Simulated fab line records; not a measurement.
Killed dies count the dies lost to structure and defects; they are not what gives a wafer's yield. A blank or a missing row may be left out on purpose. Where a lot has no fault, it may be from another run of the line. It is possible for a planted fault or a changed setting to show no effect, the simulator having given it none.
Matching of chambers | flow sky130 | rieDiel-01 running SKY_VIA3_ETCH_15: 4 sister chambers
The step etches SiO2 in C4F8/O2/Ar, stops on TiN, target depth 507 nm, time 78 s. 8 wafers are shown with their chamber, then 7 later ones without.

## WAFERS PAIRED WITH THEIR CHAMBERS
wafer  | chamber | oesProductAu (a.u.)
L075.3 | 2       | 0.947
L080.2 | 3       | 0.948
L080.5 | 3       | 0.939
L082.1 | 2       | 0.942
L082.5 | 0       | 0.952
L082.6 | 1       | 0.939
L084.1 | 1       | 0.949
L084.4 | 0       | 0.943

## WAFERS WITH NO CHAMBER GIVEN
wafer  | oesProductAu (a.u.)
L084.5 | 0.942
L089.2 | 0.950
L089.3 | 0.942
L089.4 | 0.939
L097.1 | 0.944
L097.3 | 0.946
L097.4 | 0.947

## CHAMBER TAKEN BY EACH
wafer  | from the rows above               | in truth
L084.5 | can't be placed: 3 or 1 or 2 or 0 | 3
L089.2 | can't be placed: 0 or 2 or 1 or 3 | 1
L089.3 | can't be placed: 3 or 1 or 2 or 0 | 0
L089.4 | can't be placed: 3 or 1 or 2 or 0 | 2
L097.1 | can't be placed: 1 or 2 or 3 or 0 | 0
L097.3 | can't be placed: 0 or 2 or 1 or 3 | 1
L097.4 | can't be placed: 0 or 2 or 1 or 3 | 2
Correct placement for 0 of the 7. Cannot be placed on the basis of these rows: 7; the candidates contain the true chamber in 7. Placed wrongly: 0.
How it was worked out, from the rows above alone: a wafer's distance from a chamber is the root of the sum, over the readings, of the square of ((its reading less the chamber's mean) divided by the reading's scatter). If the next closest chamber is less than 2 further off than the closest, the wafer can't be placed; otherwise it belongs to the closest. Each chamber's mean is taken over the wafers shown for it. How the scatter is found: for the shown wafers, subtract from each reading the mean of its chamber, square and add these, divide the total by (wafers less chambers), then take the root.
